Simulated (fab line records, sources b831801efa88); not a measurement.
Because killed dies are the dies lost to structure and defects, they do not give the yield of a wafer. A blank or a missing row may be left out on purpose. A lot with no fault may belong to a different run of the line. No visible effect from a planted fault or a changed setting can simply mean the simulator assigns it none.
Code-filled problem report in 8D (eight disciplines) form :: flow sky130 :: the parts of the form that need people (team, actions taken, sign-off) are left out

1. PROBLEM STATEMENT
Wafers free of any fault read 1033 nm (standard deviation 9.9) for VIA1_HDPCVD_THK at SKY_VIA1_THK_MEAS_01, against a mean of 673 nm on 2 wafers of 2 lots. That is -36 standard deviations from the usual mean.
First observed at day 35 20:06: wafer L212.4, on film metro-01. The record holds 33 wafers of 11 lots with a number at this step. The rule behind "out" and "out of limits": a value lying over 4 standard deviations away from the usual mean. All remaining wafers that have a number are taken as sound.

2. WHAT IT IS, WHAT IT ISN'T
question: which readings at this step
is: VIA1_HDPCVD_THK
is not: -

question: which lots
is: L212, L216
is not: L206, L208, L210, L223, L225, L226, L227, L228, L229

question: which wafers of those lots
is: L212.4, L216.5
is not: L212.3, L212.5, L216.2, L216.6

question: read on which gauges
is: film metro-01
is not: film metro-02, film metro-03

question: when
is: from day 35 20:06
is not: up to then (11 sound wafers); but 20 sound wafers of L216, L223, L225, L226, L227, L228, L229 came after

3. THE SUSPECTS, EACH WITH WHAT RULES IT OUT
Counting: any tool at a process step up to the reading remains a suspect provided it ran every lot that is out. Sound lots after the first of them don't rule it out here, since some wafers of a struck lot are sound.
- the gauge at SKY_VIA1_THK_MEAS_01: kept. All the wafers that are out were read on film metro-01, and no step on other tools shows them out.
- cmp-02 at SKY_CONTACT_CMP_27 (polishes, stops on SiO2, t overpolish 15 s, target thk 0 nm): kept. Every lot that is out went through it, the first being L212 (day 34 16:33); the last sound lot it ran before that was L208 (day 32 12:32).
- hdpcvd-01 at SKY_VIA1_HDPCVD_00 (deposits SiO2, target thk 1030 nm, time 171.7 s): kept. It ran every lot that is out, first L212 (day 35 19:58).
- At SKY_VIA1_HDPCVD_00, inside hdpcvd-01: chamber 0 took the wafers that are out, while their sound lot-mates went through chambers 1, 2.
cmp-02 at SKY_CONTACT_CMP_27, hdpcvd-01 at SKY_VIA1_HDPCVD_00 and film metro-01 at SKY_VIA1_THK_MEAS_01 are what is left after counting.

4. THE CAUSE (what the simulator had put in)
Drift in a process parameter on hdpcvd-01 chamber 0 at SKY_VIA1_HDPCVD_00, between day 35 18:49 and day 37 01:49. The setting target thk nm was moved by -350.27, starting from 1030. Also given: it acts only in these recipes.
This tool is one of the 3 suspects left after counting.

5. THE CHAIN OF EFFECTS, in route order
One row per reading whose mean, taken over the struck wafers that have a number, lies over 3 standard deviations from the usual. Only readings whose record carries a usual standard deviation are examined. hours: median over the lots of the time between each lot's start at the first step of this table that gives one and its start at this step. sigmas: the change, counted in usual standard deviations.
hours: 0
step: SKY_VIA1_THK_MEAS_01
reading: VIA1_HDPCVD_THK
usual: 1033 nm
on struck wafers: 673
change: -360
sigmas: -36

6. WHAT WOULD HAVE CAUGHT IT SOONER
In this record the first reading out of limits at a measuring or inspecting step was taken at day 35 20:06, 1 hour after the fault began at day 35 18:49.
No tool reading at SKY_VIA1_HDPCVD_00 that has a usual standard deviation in the record was out on any struck wafer, so an alarm limit of 4 standard deviations on those readings would not have fired.
L216, from the lots that are out (2), started SKY_VIA1_HDPCVD_00 on hdpcvd-01 later than day 35 20:06. A hold on the tool at that time would have spared it.
